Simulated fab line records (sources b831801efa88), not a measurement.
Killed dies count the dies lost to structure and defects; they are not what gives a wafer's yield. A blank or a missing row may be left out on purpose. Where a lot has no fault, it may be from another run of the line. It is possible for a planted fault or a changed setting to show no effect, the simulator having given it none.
The tool behind it: which one? | flow gf180mcu | 36 wafers from 12 lots sampled at 4 of the route's 602 steps

## WHAT EACH GAUGE READ, for each wafer
GF_DUAL_GATE_OVL_MEAS_11.
lot  | measured     | on         | DUAL_GATE_OVL (nm)
L422 | day 8 21:18  | overlay-01 | -0.5 0.9 1.2
L423 | day 9 03:17  | overlay-02 | -0.6 -1.6 -0.7
L427 | day 10 09:30 | overlay-02 | 2.6 4.0 2.9
L429 | day 11 00:36 | overlay-02 | 1.0 1.2 2.3
L431 | day 11 11:46 | overlay-02 | 3.3 2.3 2.5
L432 | day 11 21:49 | overlay-02 | -0.7 -1.2 0.6
L435 | day 12 15:53 | overlay-02 | -2.4 -0.1 -0.1
L436 | day 13 01:05 | overlay-02 | 1.8 0.1 1.7
L437 | day 13 03:29 | overlay-01 | 1.9 1.0 1.9
L438 | day 13 09:56 | overlay-01 | 1.4 1.0 0.1
L440 | day 14 02:14 | overlay-02 | 1.6 1.2 3.0
L442 | day 14 14:08 | overlay-01 | 0.6 0.6 2.8

GF_HV_LDD_CD_MEAS_07: the cd target is 400 nm.
lot  | measured     | on       | cdNm (nm)
L422 | day 10 13:26 | cdSem-02 | 397.6 399.1 397.3
L423 | day 10 19:10 | cdSem-02 | 397.6 400.3 398.2
L427 | day 12 03:40 | cdSem-02 | 397.8 398.7 398.9
L429 | day 12 20:59 | cdSem-01 | 400.1 402.3 401.1
L431 | day 13 07:31 | cdSem-02 | 397.6 397.9 398.5
L432 | day 13 18:39 | cdSem-01 | 400.6 399.7 401.6
L435 | day 14 16:28 | cdSem-02 | 402.2 401.4 403.7
L436 | day 15 01:08 | cdSem-01 | 394.1 396.0 394.8
L437 | day 15 04:55 | cdSem-01 | 398.1 398.4 397.5
L438 | day 15 10:07 | cdSem-01 | 398.9 401.9 400.9
L440 | day 16 04:50 | cdSem-01 | 401.6 399.4 401.1
L442 | day 16 16:00 | cdSem-02 | 400.6 398.7 401.0

GF_HV_LDD_RS_MEAS_53: measurement is done with a four-point probe.
lot  | measured     | on           | HV_LDD_RS (ohm/sq)
L422 | day 13 00:07 | filmMetro-04 | 418.6 417.0 417.4
L423 | day 13 06:51 | filmMetro-02 | 418.3 417.7 417.4
L427 | day 14 18:24 | filmMetro-02 | 416.3 416.8 417.1
L429 | day 15 11:49 | filmMetro-02 | 418.1 417.1 418.4
L431 | day 16 00:12 | filmMetro-02 | 418.4 417.8 418.5
L432 | day 16 12:01 | filmMetro-01 | 416.6 415.7 417.7
L435 | day 17 11:47 | filmMetro-02 | 416.2 415.7 416.9
L436 | day 17 20:40 | filmMetro-02 | 417.4 418.4 417.6
L437 | day 18 01:14 | filmMetro-02 | 420.3 420.5 419.2
L438 | day 18 07:24 | filmMetro-04 | 423.0 422.6 423.3
L440 | day 19 03:55 | filmMetro-01 | 419.5 420.3 419.7
L442 | day 19 15:07 | filmMetro-02 | 418.5 419.2 418.2

## WHAT TOOL EACH LOT RAN ON (gives the tool, then ch and the chambers of the sampled wafers, and finally the start)
lot  | GF_HV_LDD_IMPLANT_36
L422 | implanter-03 ch 0, day 12 04:04
L423 | implanter-04 ch 0, day 12 10:14
L427 | implanter-02 ch 0, day 13 20:53
L429 | implanter-04 ch 0, day 14 14:25
L431 | implanter-03 ch 0, day 15 02:22
L432 | implanter-04 ch 0, day 15 13:10
L435 | implanter-02 ch 0, day 16 13:16
L436 | implanter-02 ch 0, day 16 21:34
L437 | implanter-02 ch 0, day 17 01:43
L438 | implanter-02 ch 0, day 17 07:47
L440 | implanter-02 ch 0, day 18 03:07
L442 | implanter-03 ch 0, day 18 13:58
- GF_HV_LDD_IMPLANT_36

## AS READ BY THE TOOLS THEMSELVES (means over the sampled wafers that have a number; for cases with no such wafer, the mark the record gives instead)
GF_HV_LDD_IMPLANT_36.
lot  | tool         | doseIonsCm2 | endStationPressureTorr (Torr) | faradayCurrentUA
L422 | implanter-03 | 7.514e+12   | 5.17e-06                      | 42.0
L423 | implanter-04 | 7.507e+12   | 4.71e-06                      | 42.2
L427 | implanter-02 | 7.501e+12   | 4.89e-06                      | 42.2
L429 | implanter-04 | 7.495e+12   | 4.93e-06                      | 42.3
L431 | implanter-03 | 7.506e+12   | 4.83e-06                      | 42.4
L432 | implanter-04 | 7.512e+12   | 5.21e-06                      | 41.9
L435 | implanter-02 | 7.498e+12   | 4.84e-06                      | 42.9
L436 | implanter-02 | 7.507e+12   | 4.87e-06                      | 41.7
L437 | implanter-02 | 6.405e+12   | 5.13e-06                      | 35.8
L438 | implanter-02 | 6.408e+12   | 5.34e-06                      | 36.1
L440 | implanter-02 | 6.406e+12   | 5.13e-06                      | 35.9
L442 | implanter-03 | 7.497e+12   | 5.09e-06                      | 42.2

## THE ANSWER, worked out from the rows above alone
Rule: usual is defined by the lots themselves. The widest of any qualifying gaps counts: lots, ordered by their means at a reading, are off when they make up no more than a third of the lots, leave a main group of 4 or more, and stand apart from it by 3 or more times the standard deviation of that group's means. The tables above print the reading to a certain number of digits; a main group whose means all agree to those digits is not used. Also off: a lot with no number at a reading for which 4 or more lots have one. Where the step has rows for the other lots, those lots are counted as sound. After the gauges, taken in route order, come the tools' own readings; for these a lot's mean is taken, as printed above. At the first step where some lot is off, the reading lying furthest off is the one used; lots without a number count as furthest.
Off: L437, L438, L440, at GF_HV_LDD_IMPLANT_36 (doseIonsCm2). The main group has a mean of 7.504e+12 with a standard deviation of 6.3e+09.
A tool fits if, at that step or a process step before it, it ran every lot that is off, and no sound lot after the first of them. One candidate fits, namely implanter-02 at GF_HV_LDD_IMPLANT_36. A fault onset in the window from L436 (day 16 21:34, its last sound lot) to L437 (day 17 01:43, its first lot off) fits.
The tool's own readings at GF_HV_LDD_IMPLANT_36 bear it out: on the lots that are off they differ by more than 5 times the standard deviation of the sound lots' means. doseIonsCm2 reads 6.406e+12 there against 7.504e+12 on the sound lots; faradayCurrentUA reads 35.9 there against 42.2 on the sound lots.

## WHAT HAD BEEN PUT IN BY THE SIMULATOR
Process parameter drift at GF_HV_LDD_IMPLANT_36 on implanter-02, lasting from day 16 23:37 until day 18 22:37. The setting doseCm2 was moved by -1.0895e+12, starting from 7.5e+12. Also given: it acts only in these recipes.
Struck lots among those shown: L437, L438, L440. The rule given above showed the same thing.
